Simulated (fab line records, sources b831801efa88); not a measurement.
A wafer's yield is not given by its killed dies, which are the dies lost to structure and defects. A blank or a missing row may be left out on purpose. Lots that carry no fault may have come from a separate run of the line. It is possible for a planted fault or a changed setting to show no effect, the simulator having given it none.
Code-filled problem report in 8D (eight disciplines) form :: flow sky130 :: the parts of the form that need people (team, actions taken, sign-off) are left out

1. WHAT WENT WRONG
CONTACT_HDPCVD_THK at SKY_CONTACT_THK_MEAS_03 reads a mean of 446 nm on 2 wafers of 1 lot; wafers without a fault read 567 nm with a standard deviation of 4.8. That puts it -25 standard deviations away from the usual mean.
First observed at day 34 21:12: wafer L490.2, on film_metro-04. Wafers with a number at this step in the record: 39, from 13 lots. By rule, "out" or "out of limits" means more than 4 standard deviations away from the usual mean. Any other wafer with a number is counted as sound.

2. WHAT IT IS; WHAT IT IS NOT
question: which readings at this step
is: CONTACT_HDPCVD_THK
is not: -

question: which lots
is: L490
is not: L476, L477, L480, L481, L482, L483, L484, L485, L495, L496, L497, L499

question: which wafers of those lots
is: L490.2, L490.5
is not: L490.3

question: read on which gauges
is: film_metro-04
is not: film_metro-02, film_metro-03

question: when
is: from day 34 21:12
is not: up to then (25 sound wafers); but 12 sound wafers of L495, L496, L497, L499 came after

3. SUSPECTS, AND WHAT RULES EACH OUT
Counting: a tool at a process step up to the reading stays a suspect if it ran every lot that is out. Sound lots after the first of them don't rule it out here, since some wafers of a struck lot are sound.
- the gauge at SKY_CONTACT_THK_MEAS_03 has been ruled out. All the wafers that are out were read on film_metro-04, but those of them that SKY_CONTACT_CMP_04 has rows for are out there too, on other tools.
- rie_diel-04 at SKY_LI_CONTACT_ETCH_15 (etches PSG in C4F8/O2/Ar, stops on Si, target depth 600 nm): kept. It ran the lot that is out, L490 (day 33 17:05); its last sound lot up to then is L480 (day 30 14:10).
- hdpcvd-01 at SKY_CONTACT_HDPCVD_02 (deposits SiO2, target thk 565 nm, time 94.2 s): kept. It ran the lot that is out, L490 (day 34 21:07); its last sound lot up to then is L485 (day 33 12:57).
- At SKY_LI_CONTACT_ETCH_15 on rie_diel-04, chamber 2 took the sound wafers of the same lots and chamber 0 took the wafers that are out.
After counting, rie_diel-04 at SKY_LI_CONTACT_ETCH_15 and hdpcvd-01 at SKY_CONTACT_HDPCVD_02 remain.

4. THE CAUSE (what the simulator had put in)
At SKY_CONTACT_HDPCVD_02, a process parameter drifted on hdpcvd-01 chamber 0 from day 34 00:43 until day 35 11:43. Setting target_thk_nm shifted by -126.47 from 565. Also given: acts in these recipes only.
After counting, 2 suspects remain, this tool included.

5. SEQUENCE OF EFFECTS, ordered by route
Each row: a reading where the mean over the struck wafers with a number is more than 3 standard deviations away from the usual. Scope: only readings with a usual standard deviation given in the record; hours: median across lots of the time from each lot's start at the first step in this table that gives one to its start at this step; sigmas: change in usual standard deviations.
hours: 0
step: SKY_CONTACT_THK_MEAS_03
reading: CONTACT_HDPCVD_THK
usual: 567 nm
on struck wafers: 446
change: -120
sigmas: -25

hours: 0
step: SKY_CONTACT_CMP_04
reading: time_to_endpoint_s
usual: 82 s
on struck wafers: 37
change: -45
sigmas: -13
The process steps in it:
- SKY_CONTACT_CMP_04: polishes SiO2.

6. WHAT WOULD HAVE CAUGHT IT SOONER
The first out-of-limits reading at a measuring or inspecting step in this record came at day 34 21:12, 20 hours after the fault's start at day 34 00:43.
Lots out: 1; all had begun SKY_CONTACT_HDPCVD_02 on hdpcvd-01 by day 34 21:12. None of them would have been spared by holding the tool at that moment.
